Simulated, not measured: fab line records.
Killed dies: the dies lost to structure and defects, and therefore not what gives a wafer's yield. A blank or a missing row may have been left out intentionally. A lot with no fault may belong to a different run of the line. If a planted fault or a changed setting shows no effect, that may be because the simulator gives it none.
The tool behind it: which one? -- flow sky130 -- at 1 step of a route of 708, 24 lots with 72 wafers sampled

== WHAT THE GAUGES READ, wafer by wafer ==
SKY_FIELD_ISO_THK_MEAS_02.
lot,measured,on,FIELD_ISO_OXIDATION_00_THK (nm)
L074,day 1 14:22,film metro-02,12.15 12.15 11.71
L076,day 1 22:34,film metro-03,11.84 11.85 12.03
L075,day 1 22:35,film metro-02,12.01 12.10 12.17
L077,day 2 08:26,film metro-02,12.08 11.96 12.05
L078,day 2 08:28,film metro-04,11.94 11.86 11.93
L079,day 2 13:56,film metro-02,11.92 12.02 11.57
L080,day 2 18:01,film metro-02,12.34 12.12 12.03
L081,day 2 23:04,film metro-02,12.11 12.18 11.84
L082,day 3 03:38,film metro-04,12.05 12.04 12.10
L083,day 3 08:38,film metro-03,12.25 12.09 12.16
L084,day 3 13:38,film metro-02,12.13 12.16 12.04
L085,day 3 19:30,film metro-03,12.25 12.27 12.16
L086,day 3 23:38,film metro-02,11.69 11.74 11.64
L087,day 4 04:38,film metro-03,11.58 11.72 11.87
L088,day 4 10:31,film metro-04,11.84 11.93 11.90
L089,day 4 16:55,film metro-02,11.94 12.07 11.97
L090,day 4 21:14,film metro-02,11.95 11.88 11.94
L091,day 5 01:32,film metro-04,12.18 12.08 12.31
L092,day 5 06:53,film metro-04,11.95 12.05 11.99
L093,day 5 10:38,film metro-02,12.19 11.93 12.00
L094,day 5 15:38,film metro-04,11.84 12.03 11.79
L095,day 5 20:57,film metro-02,11.75 11.58 11.76
L096,day 6 03:13,film metro-04,11.58 11.70 11.51
L097,day 6 06:55,film metro-03,12.22 12.16 12.09

== WHAT TOOL EACH LOT RAN ON (gives the tool, then ch and the chambers of the sampled wafers, and finally the start) ==
No process step before these readings appears in the record.

== AS READ BY THE TOOLS THEMSELVES (means over the sampled wafers that have a number; for cases with no such wafer, the mark the record gives instead) ==
The record holds no such reading with a usual standard deviation.

== THE ANSWER, worked out from the rows above alone ==
Rule: usual is defined by the lots themselves. The widest of any qualifying gaps counts: lots, ordered by their means at a reading, are off when they make up no more than a third of the lots, leave a main group of 4 or more, and stand apart from it by 3 or more times the standard deviation of that group's means. A main group whose means are all the same, to the digits that the tables above print for the reading, isn't used. A lot without any number at a reading at which 4 lots or more have one is off too. Where the step has rows for the other lots, those lots are counted as sound. The gauges are gone through in route order, then the tools' own readings, and for those a lot's mean is taken as printed above. At the first step where some lot is off, the reading lying furthest off is the one used; lots without a number count as furthest.
No lot is off at any reading shown: from this, nothing can be told.

== WHAT THE SIMULATOR HAD PUT IN ==
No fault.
